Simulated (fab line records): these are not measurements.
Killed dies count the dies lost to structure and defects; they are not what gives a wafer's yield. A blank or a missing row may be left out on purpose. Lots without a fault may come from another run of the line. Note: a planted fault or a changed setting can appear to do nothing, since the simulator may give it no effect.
fab line records / flow gf180mcu
record lots=5 wafers=15 last_day=33
route steps=602 shown V5@556
lots untouched by any fault: they come from a run of this same line in which no faults occurred
start_h: hours from the record's opening day to when the first of the lot's shown wafers began / wait_h: hours elapsed since this lot's preceding step / " identical to the entry in the row above / L1.1+2: several wafers, shown together as one row / - value missing, or start not given / * or withheld: withheld / < > ~ a bound
route shown NAME@n: NAME is a module with steps in the file, n the number in the route of the first one / usual: average and standard deviation across the fault-free wafers / same: alike in all rows / chamber/n: place in a boat / sites: each site's reading / _std_site: the standard deviation of these / _edge_site: the outer-site mean with the inner-site mean subtracted / radius_mm: for every site, how far away it sits from the centre of the wafer / mask NAME#n: copy n / behind: the tool/chamber that last shaped the wafer / hold: cause of the lot's hold/its duration in hours/its outcome / device: transistor that didn't switch, given as n, p or np / end of line: tests run on the same wafers once the route is complete / step lacking rows: just its recipe / killed: count of dies lost to structure and defects at first sort (not the wafer's yield) / map: a wafer's dies, x killed, . not, _ none there
set.NAME: the setting the step ran with; set.NAME@STEP: the setting that earlier step ran with / model.NAME: the simulator's own value behind a step, which no gauge read
lots at selected steps of the route; one table per step, one row per wafer
services: the hour from which a tool's chamber was out of use, counted from the record's first day as start_h (under 0 if before that day), plus the number of hours and why
## steps
# step GF_V5_ETCH_16
# recipe chemistry=N2/H2 target_depth_a=withheld overetch_a=withheld time_s=withheld target=BARC ion_energy_ev=200 source_w=500 bias_w=100 pressure_mtorr=30 n2_flow_sccm=100 h2_flow_sccm=200
# usual drypump_motor_current_A=5.70/0.27 h2_flow_sccm=199.9/0.54 oes_product_au=0.854/0.0049 throttle_valve_pct=13.224/0.0095
lot.wafer=L076.1 tool=rie_diel-03 chamber=3 start_h=647.96 wait_h=0.0 drypump_motor_current_A=5.77 h2_flow_sccm=199.6 oes_product_au=0.853 throttle_valve_pct=13.234
lot.wafer=L076.2 tool=rie_diel-03 chamber=0 start_h=647.96 wait_h=0.0 drypump_motor_current_A=5.76 h2_flow_sccm=200.0 oes_product_au=0.853 throttle_valve_pct=13.225
lot.wafer=L076.3 tool=rie_diel-03 chamber=1 start_h=647.96 wait_h=0.0 drypump_motor_current_A=5.96 h2_flow_sccm=199.8 oes_product_au=0.855 throttle_valve_pct=13.227
lot.wafer=L081.2 tool=rie_diel-04 chamber=3 start_h=683.59 wait_h=0.0 drypump_motor_current_A=5.73 h2_flow_sccm=198.9 oes_product_au=0.859 throttle_valve_pct=13.223
lot.wafer=L081.4 tool=rie_diel-04 chamber=0 start_h=683.59 wait_h=0.0 drypump_motor_current_A=5.65 h2_flow_sccm=199.9 oes_product_au=0.849 throttle_valve_pct=13.227
lot.wafer=L081.5 tool=rie_diel-04 chamber=3 start_h=683.59 wait_h=0.0 drypump_motor_current_A=5.74 h2_flow_sccm=199.7 oes_product_au=0.855 throttle_valve_pct=13.224
lot.wafer=L084.2 tool=rie_diel-03 chamber=0 start_h=703.11 wait_h=0.0 drypump_motor_current_A=5.78 h2_flow_sccm=199.5 oes_product_au=0.853 throttle_valve_pct=13.223
lot.wafer=L084.5 tool=rie_diel-03 chamber=0 start_h=703.11 wait_h=0.0 drypump_motor_current_A=5.78 h2_flow_sccm=198.0 oes_product_au=0.856 throttle_valve_pct=13.223
lot.wafer=L084.6 tool=rie_diel-03 chamber=1 start_h=703.11 wait_h=0.0 drypump_motor_current_A=5.97 h2_flow_sccm=200.5 oes_product_au=0.852 throttle_valve_pct=13.245
lot.wafer=L087.2 tool=rie_diel-04 chamber=3 start_h=728.78 wait_h=0.0 drypump_motor_current_A=5.70 h2_flow_sccm=199.7 oes_product_au=0.853 throttle_valve_pct=13.219
lot.wafer=L087.5 tool=rie_diel-04 chamber=0 start_h=728.78 wait_h=0.0 drypump_motor_current_A=5.66 h2_flow_sccm=200.6 oes_product_au=0.855 throttle_valve_pct=13.222
lot.wafer=L087.6 tool=rie_diel-04 chamber=3 start_h=728.78 wait_h=0.0 drypump_motor_current_A=5.70 h2_flow_sccm=200.3 oes_product_au=0.852 throttle_valve_pct=13.227
lot.wafer=L093.1 tool=rie_diel-04 chamber=2 start_h=759.28 wait_h=0.0 drypump_motor_current_A=5.64 h2_flow_sccm=200.8 oes_product_au=0.851 throttle_valve_pct=13.234
lot.wafer=L093.2 tool=rie_diel-04 chamber=3 start_h=759.28 wait_h=0.0 drypump_motor_current_A=5.70 h2_flow_sccm=200.1 oes_product_au=0.855 throttle_valve_pct=13.237
lot.wafer=L093.5 tool=rie_diel-04 chamber=2 start_h=759.28 wait_h=0.0 drypump_motor_current_A=5.62 h2_flow_sccm=199.1 oes_product_au=0.855 throttle_valve_pct=13.225
# step GF_V5_ETCH_17
# recipe chemistry=C4F8/O2/Ar mask_material=KrF target=SiO2 stop_on=TiN source_w=1500 bias_w=1200 pressure_mtorr=40 c4f8_flow_sccm=withheld O2_flow_sccm=6 Ar_flow_sccm=300 time_s=withheld target_depth_a=8550
# usual oes_product_au=0.860/0.0046
lot.wafer=L076.1 tool=rie_diel-03 chamber=3 start_h=- wait_h=- oes_product_au=0.865
lot.wafer=L076.2 tool=rie_diel-03 chamber=0 start_h=- wait_h=- oes_product_au=0.858
lot.wafer=L076.3 tool=rie_diel-03 chamber=1 start_h=- wait_h=- oes_product_au=0.859
lot.wafer=L081.2 tool=rie_diel-04 chamber=3 start_h=- wait_h=- oes_product_au=0.867
lot.wafer=L081.4 tool=rie_diel-04 chamber=0 start_h=- wait_h=- oes_product_au=0.862
lot.wafer=L081.5 tool=rie_diel-04 chamber=3 start_h=- wait_h=- oes_product_au=0.857
lot.wafer=L084.2 tool=rie_diel-03 chamber=0 start_h=- wait_h=- oes_product_au=0.864
lot.wafer=L084.5 tool=rie_diel-03 chamber=0 start_h=- wait_h=- oes_product_au=0.859
lot.wafer=L084.6 tool=rie_diel-03 chamber=1 start_h=- wait_h=- oes_product_au=0.859
lot.wafer=L087.2 tool=rie_diel-04 chamber=3 start_h=- wait_h=- oes_product_au=0.858
lot.wafer=L087.5 tool=rie_diel-04 chamber=0 start_h=- wait_h=- oes_product_au=0.865
lot.wafer=L087.6 tool=rie_diel-04 chamber=3 start_h=- wait_h=- oes_product_au=0.856
lot.wafer=L093.1 tool=rie_diel-04 chamber=2 start_h=- wait_h=- oes_product_au=0.859
lot.wafer=L093.2 tool=rie_diel-04 chamber=3 start_h=- wait_h=- oes_product_au=0.863
lot.wafer=L093.5 tool=rie_diel-04 chamber=2 start_h=- wait_h=- oes_product_au=0.871
# step GF_V5_STRIP_18
# recipe chemistry=O2/N2 power_w=1400 pressure_mtorr=1500 platen_temp_c=250 o2_flow_sccm=3000 n2_flow_sccm=300 overash_fraction=0.5
# usual drypump_motor_current_A=5.8/0.39 heater_power_w=321/35 o2_flow_sccm=3000/9 oes_product_au=0.569/0.0053
lot.wafer=L076.1 tool=plasma_asher-02 chamber=0 start_h=648.11 wait_h=- drypump_motor_current_A=6.0 heater_power_w=360 o2_flow_sccm=2993 oes_product_au=0.570 rf_hours_counter_h=94
lot.wafer=L076.2 tool=plasma_asher-02 chamber=1 start_h=648.11 wait_h=- drypump_motor_current_A=5.2 heater_power_w=348 o2_flow_sccm=2988 oes_product_au=0.560 rf_hours_counter_h=94
lot.wafer=L076.3 tool=plasma_asher-02 chamber=0 start_h=648.11 wait_h=- drypump_motor_current_A=6.0 heater_power_w=361 o2_flow_sccm=3000 oes_product_au=0.562 rf_hours_counter_h=-
lot.wafer=L081.2 tool=plasma_asher-04 chamber=1 start_h=683.75 wait_h=- drypump_motor_current_A=5.4 heater_power_w=266 o2_flow_sccm=2982 oes_product_au=0.563 rf_hours_counter_h=60
lot.wafer=L081.4 tool=plasma_asher-04 chamber=1 start_h=683.75 wait_h=- drypump_motor_current_A=5.4 heater_power_w=263 o2_flow_sccm=2995 oes_product_au=0.571 rf_hours_counter_h=-
lot.wafer=L081.5 tool=plasma_asher-04 chamber=1 start_h=683.75 wait_h=- drypump_motor_current_A=5.4 heater_power_w=270 o2_flow_sccm=3002 oes_product_au=0.566 rf_hours_counter_h=-
lot.wafer=L084.2 tool=plasma_asher-02 chamber=1 start_h=703.26 wait_h=- drypump_motor_current_A=5.2 heater_power_w=361 o2_flow_sccm=2996 oes_product_au=0.570 rf_hours_counter_h=101
lot.wafer=L084.5 tool=plasma_asher-02 chamber=1 start_h=703.26 wait_h=- drypump_motor_current_A=5.2 heater_power_w=359 o2_flow_sccm=3010 oes_product_au=0.573 rf_hours_counter_h=-
lot.wafer=L084.6 tool=plasma_asher-02 chamber=0 start_h=703.26 wait_h=- drypump_motor_current_A=6.0 heater_power_w=368 o2_flow_sccm=3004 oes_product_au=0.573 rf_hours_counter_h=-
lot.wafer=L087.2 tool=plasma_asher-01 chamber=1 start_h=728.93 wait_h=- drypump_motor_current_A=6.4 heater_power_w=286 o2_flow_sccm=3000 oes_product_au=0.581 rf_hours_counter_h=108
lot.wafer=L087.5 tool=plasma_asher-01 chamber=0 start_h=728.93 wait_h=- drypump_motor_current_A=5.8 heater_power_w=329 o2_flow_sccm=3007 oes_product_au=0.563 rf_hours_counter_h=-
lot.wafer=L087.6 tool=plasma_asher-01 chamber=1 start_h=728.93 wait_h=- drypump_motor_current_A=6.4 heater_power_w=283 o2_flow_sccm=3006 oes_product_au=0.568 rf_hours_counter_h=-
lot.wafer=L093.1 tool=plasma_asher-01 chamber=0 start_h=759.43 wait_h=- drypump_motor_current_A=5.8 heater_power_w=327 o2_flow_sccm=3015 oes_product_au=0.565 rf_hours_counter_h=2
lot.wafer=L093.2 tool=plasma_asher-01 chamber=1 start_h=759.43 wait_h=- drypump_motor_current_A=6.4 heater_power_w=294 o2_flow_sccm=2992 oes_product_au=0.560 rf_hours_counter_h=2
lot.wafer=L093.5 tool=plasma_asher-01 chamber=0 start_h=759.43 wait_h=- drypump_motor_current_A=5.8 heater_power_w=322 o2_flow_sccm=3011 oes_product_au=0.575 rf_hours_counter_h=-
# step GF_V5_STRIP_19
# recipe chemistry=post_etch_residue_remover time_s=1200 temp_c=72.5
lot.wafer=L076.1+2+3 tool=wet_bench-04 chamber=1 start_h=648.21 wait_h=0.1
lot.wafer=L081.2+4+5 tool=wet_bench-01 chamber=0 start_h=683.85 wait_h=0.1
lot.wafer=L084.2+5+6 tool=wet_bench-04 chamber=1 start_h=703.36 wait_h=0.1
lot.wafer=L087.2+5+6 tool=wet_bench-03 chamber=2 start_h=729.03 wait_h=0.1
lot.wafer=L093.1+2+5 tool=wet_bench-03 chamber=2 start_h=759.53 wait_h=0.1
# step GF_V5_CLEAN_20
# recipe chemistry=DIW dry=n2_spin
lot.wafer=L076.1+2+3 tool=wet_bench-01 chamber=3 start_h=648.90 wait_h=0.0
lot.wafer=L081.2+4+5 tool=wet_bench-03 chamber=0 start_h=684.22 wait_h=0.0
lot.wafer=L084.2+5+6 tool=wet_bench-01 chamber=1 start_h=703.77 wait_h=0.0
lot.wafer=L087.2+5+6 tool=wet_bench-04 chamber=2 start_h=729.37 wait_h=0.0
lot.wafer=L093.1+2+5 tool=wet_bench-01 chamber=3 start_h=759.87 wait_h=0.0
# step GF_V5_SPUTTER_21
# recipe material=Ti target_thk_nm=15 chamber_pressure_pa=5 power_w=2500 substrate_temp_c=200 time_s=80.02
# usual throttle_valve_pct=30.0/0.73
lot.wafer=L076.1 tool=pvd_sputter-03 chamber=- start_h=649.00 wait_h=0.0 throttle_valve_pct=30.4
lot.wafer=L076.2 tool=pvd_sputter-03 chamber=- start_h=649.00 wait_h=0.0 throttle_valve_pct=29.1
lot.wafer=L076.3 tool=pvd_sputter-03 chamber=- start_h=649.00 wait_h=0.0 throttle_valve_pct=29.7
lot.wafer=L081.2 tool=pvd_sputter-01 chamber=- start_h=684.31 wait_h=0.0 throttle_valve_pct=29.0
lot.wafer=L081.4 tool=pvd_sputter-01 chamber=- start_h=684.31 wait_h=0.0 throttle_valve_pct=30.6
lot.wafer=L081.5 tool=pvd_sputter-01 chamber=- start_h=684.31 wait_h=0.0 throttle_valve_pct=29.1
lot.wafer=L084.2 tool=pvd_sputter-04 chamber=- start_h=703.87 wait_h=0.0 throttle_valve_pct=30.9
lot.wafer=L084.5 tool=pvd_sputter-04 chamber=- start_h=703.87 wait_h=0.0 throttle_valve_pct=30.1
lot.wafer=L084.6 tool=pvd_sputter-04 chamber=- start_h=703.87 wait_h=0.0 throttle_valve_pct=30.9
lot.wafer=L087.2 tool=pvd_sputter-01 chamber=- start_h=729.47 wait_h=0.0 throttle_valve_pct=31.4
lot.wafer=L087.5 tool=pvd_sputter-01 chamber=- start_h=729.47 wait_h=0.0 throttle_valve_pct=29.8
lot.wafer=L087.6 tool=pvd_sputter-01 chamber=- start_h=729.47 wait_h=0.0 throttle_valve_pct=28.8
lot.wafer=L093.1 tool=pvd_sputter-01 chamber=- start_h=759.97 wait_h=0.0 throttle_valve_pct=31.3
lot.wafer=L093.2 tool=pvd_sputter-01 chamber=- start_h=759.97 wait_h=0.0 throttle_valve_pct=29.7
lot.wafer=L093.5 tool=pvd_sputter-01 chamber=- start_h=759.97 wait_h=0.0 throttle_valve_pct=31.2
# step GF_V5_SPUTTER_22
# recipe material=TiN target_thk_nm=10 chamber_pressure_pa=5 power_w=4000 time_s=40
# usual throttle_valve_pct=30.0/0.71
lot.wafer=L076.1 tool=pvd_sputter-03 chamber=- start_h=649.06 wait_h=0.0 throttle_valve_pct=30.5
lot.wafer=L076.2 tool=pvd_sputter-03 chamber=- start_h=649.06 wait_h=0.0 throttle_valve_pct=29.2
lot.wafer=L076.3 tool=pvd_sputter-03 chamber=- start_h=649.06 wait_h=0.0 throttle_valve_pct=29.7
lot.wafer=L081.2 tool=pvd_sputter-01 chamber=- start_h=684.37 wait_h=0.0 throttle_valve_pct=29.2
lot.wafer=L081.4 tool=pvd_sputter-01 chamber=- start_h=684.37 wait_h=0.0 throttle_valve_pct=30.7
lot.wafer=L081.5 tool=pvd_sputter-01 chamber=- start_h=684.37 wait_h=0.0 throttle_valve_pct=29.0
lot.wafer=L084.2 tool=pvd_sputter-04 chamber=- start_h=703.93 wait_h=0.0 throttle_valve_pct=30.7
lot.wafer=L084.5 tool=pvd_sputter-04 chamber=- start_h=703.93 wait_h=0.0 throttle_valve_pct=29.9
lot.wafer=L084.6 tool=pvd_sputter-04 chamber=- start_h=703.93 wait_h=0.0 throttle_valve_pct=31.0
lot.wafer=L087.2 tool=pvd_sputter-01 chamber=- start_h=729.53 wait_h=0.0 throttle_valve_pct=31.4
lot.wafer=L087.5 tool=pvd_sputter-01 chamber=- start_h=729.53 wait_h=0.0 throttle_valve_pct=29.8
lot.wafer=L087.6 tool=pvd_sputter-01 chamber=- start_h=729.53 wait_h=0.0 throttle_valve_pct=29.0
lot.wafer=L093.1 tool=pvd_sputter-01 chamber=- start_h=760.03 wait_h=0.0 throttle_valve_pct=31.2
lot.wafer=L093.2 tool=pvd_sputter-01 chamber=- start_h=760.03 wait_h=0.0 throttle_valve_pct=29.9
lot.wafer=L093.5 tool=pvd_sputter-01 chamber=- start_h=760.03 wait_h=0.0 throttle_valve_pct=31.4
# step GF_V5_CVD_23
# recipe material=W target_thk_nm=350 time_s=104.9 temp_c=400 pressure_torr=40
# usual heater_power_w=821/21
lot.wafer=L076.1 tool=cvd_w-02 chamber=0 start_h=649.10 wait_h=0.0 heater_power_w=798 since_wet_clean_h=745
lot.wafer=L076.2 tool=cvd_w-02 chamber=1 start_h=649.10 wait_h=0.0 heater_power_w=818 since_wet_clean_h=745
lot.wafer=L076.3 tool=cvd_w-02 chamber=0 start_h=649.10 wait_h=0.0 heater_power_w=771 since_wet_clean_h=-
lot.wafer=L081.2 tool=cvd_w-02 chamber=0 start_h=684.41 wait_h=0.0 heater_power_w=800 since_wet_clean_h=780
lot.wafer=L081.4 tool=cvd_w-02 chamber=0 start_h=684.41 wait_h=0.0 heater_power_w=795 since_wet_clean_h=-
lot.wafer=L081.5 tool=cvd_w-02 chamber=1 start_h=684.41 wait_h=0.0 heater_power_w=819 since_wet_clean_h=-
lot.wafer=L084.2 tool=cvd_w-01 chamber=0 start_h=703.97 wait_h=0.0 heater_power_w=823 since_wet_clean_h=300
lot.wafer=L084.5 tool=cvd_w-01 chamber=0 start_h=703.97 wait_h=0.0 heater_power_w=813 since_wet_clean_h=-
lot.wafer=L084.6 tool=cvd_w-01 chamber=1 start_h=703.97 wait_h=0.0 heater_power_w=856 since_wet_clean_h=-
lot.wafer=L087.2 tool=cvd_w-01 chamber=0 start_h=729.57 wait_h=0.0 heater_power_w=824 since_wet_clean_h=326
lot.wafer=L087.5 tool=cvd_w-01 chamber=0 start_h=729.57 wait_h=0.0 heater_power_w=850 since_wet_clean_h=-
lot.wafer=L087.6 tool=cvd_w-01 chamber=1 start_h=729.57 wait_h=0.0 heater_power_w=835 since_wet_clean_h=-
lot.wafer=L093.1 tool=cvd_w-01 chamber=1 start_h=760.07 wait_h=0.0 heater_power_w=844 since_wet_clean_h=356
lot.wafer=L093.2 tool=cvd_w-01 chamber=0 start_h=760.07 wait_h=0.0 heater_power_w=840 since_wet_clean_h=356
lot.wafer=L093.5 tool=cvd_w-01 chamber=0 start_h=760.07 wait_h=0.0 heater_power_w=834 since_wet_clean_h=-
## services
tool=rie_diel-04 chamber=3 start_h=639.72 hours=- kind=clean
tool=rie_diel-04 chamber=3 start_h=639.72 hours=19.0 kind=scheduled_down
tool=rie_diel-04 chamber=3 start_h=639.72 hours=19.0 kind=vent_cycle
tool=pvd_sputter-03 chamber=- start_h=643.75 hours=4.7 kind=repair
tool=pvd_sputter-04 chamber=3 start_h=652.65 hours=- kind=consumable_replace:kit
tool=cvd_w-02 chamber=1 start_h=664.88 hours=3.1 kind=repair
tool=rie_diel-03 chamber=1 start_h=666.95 hours=8.0 kind=repair
tool=rie_diel-03 chamber=- start_h=667.80 hours=4.3 kind=pm
tool=rie_diel-04 chamber=- start_h=669.45 hours=2.8 kind=pm
tool=plasma_asher-01 chamber=- start_h=683.20 hours=22.2 kind=pm
tool=rie_diel-03 chamber=3 start_h=692.68 hours=- kind=clean
tool=rie_diel-03 chamber=3 start_h=692.68 hours=17.3 kind=scheduled_down
tool=rie_diel-03 chamber=3 start_h=692.68 hours=17.3 kind=vent_cycle
tool=rie_diel-04 chamber=0 start_h=693.49 hours=22.0 kind=repair
tool=plasma_asher-04 chamber=- start_h=706.32 hours=1.9 kind=repair
tool=rie_diel-03 chamber=2 start_h=727.10 hours=6.5 kind=repair
tool=pvd_sputter-04 chamber=- start_h=727.56 hours=0.9 kind=repair
tool=rie_diel-04 chamber=1 start_h=728.18 hours=3.6 kind=repair
tool=plasma_asher-01 chamber=- start_h=733.75 hours=9.0 kind=pm
tool=plasma_asher-02 chamber=- start_h=739.30 hours=0.4 kind=repair
tool=pvd_sputter-01 chamber=3 start_h=746.38 hours=- kind=consumable_replace:kit
tool=pvd_sputter-01 chamber=3 start_h=746.38 hours=18.0 kind=scheduled_down
tool=pvd_sputter-01 chamber=3 start_h=746.38 hours=18.0 kind=vent_cycle
tool=wet_bench-04 chamber=- start_h=760.03 hours=4.4 kind=pm
## key
fault none
